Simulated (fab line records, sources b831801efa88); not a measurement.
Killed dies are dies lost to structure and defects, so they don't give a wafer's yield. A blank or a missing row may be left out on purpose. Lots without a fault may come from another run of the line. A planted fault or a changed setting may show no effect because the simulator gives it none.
Chamber matching | flow gf180mcu | GF_STI_ETCH_14 on rie_si-02: 4 sister chambers
The step etches Si in HBr/Cl2/O2, target depth 360 nm, time 102.9 s. 4 wafers are shown with their chamber, then 7 later ones without.

WAFERS WITH THEIR CHAMBER
wafer  | chamber | oes_product_au (a.u.)
L233.3 | 1       | 0.990
L233.6 | 2       | 1.005
L242.2 | 0       | 0.989
L242.3 | 3       | 0.982

WAFERS WITHOUT THEIR CHAMBER
wafer  | oes_product_au (a.u.)
L242.5 | 0.992
L243.1 | 1.024
L243.3 | 0.993
L243.4 | 1.001
L244.2 | 1.001
L244.4 | 1.013
L244.6 | 0.993

WHICH CHAMBER EACH WENT THROUGH
wafer  | from the rows above               | in truth
L242.5 | can't be placed: 1 or 0 or 3 or 2 | 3
L243.1 | can't be placed: 2 or 1 or 0      | 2
L243.3 | can't be placed: 1 or 0 or 3 or 2 | 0
L243.4 | can't be placed: 2 or 1 or 0 or 3 | 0
L244.2 | can't be placed: 2 or 1 or 0 or 3 | 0
L244.4 | can't be placed: 2 or 1 or 0      | 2
L244.6 | can't be placed: 1 or 0 or 3 or 2 | 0
Placed correctly: 0 of 7. Can't be placed from these rows: 7 (the true chamber is among the candidates in 7). Placed wrongly: 0.
How it was worked out, from the rows above alone: a wafer's distance from a chamber is the root of the sum, over the readings, of the square of ((its reading less the chamber's mean) divided by the reading's scatter). The wafer belongs to the nearest chamber; if the next one is less than 2 further off, it can't be placed. A chamber's mean is the mean of its shown wafers. The scatter: with one shown wafer a chamber, the root of the mean of the squares of how far each hidden wafer lies from its nearest shown one.
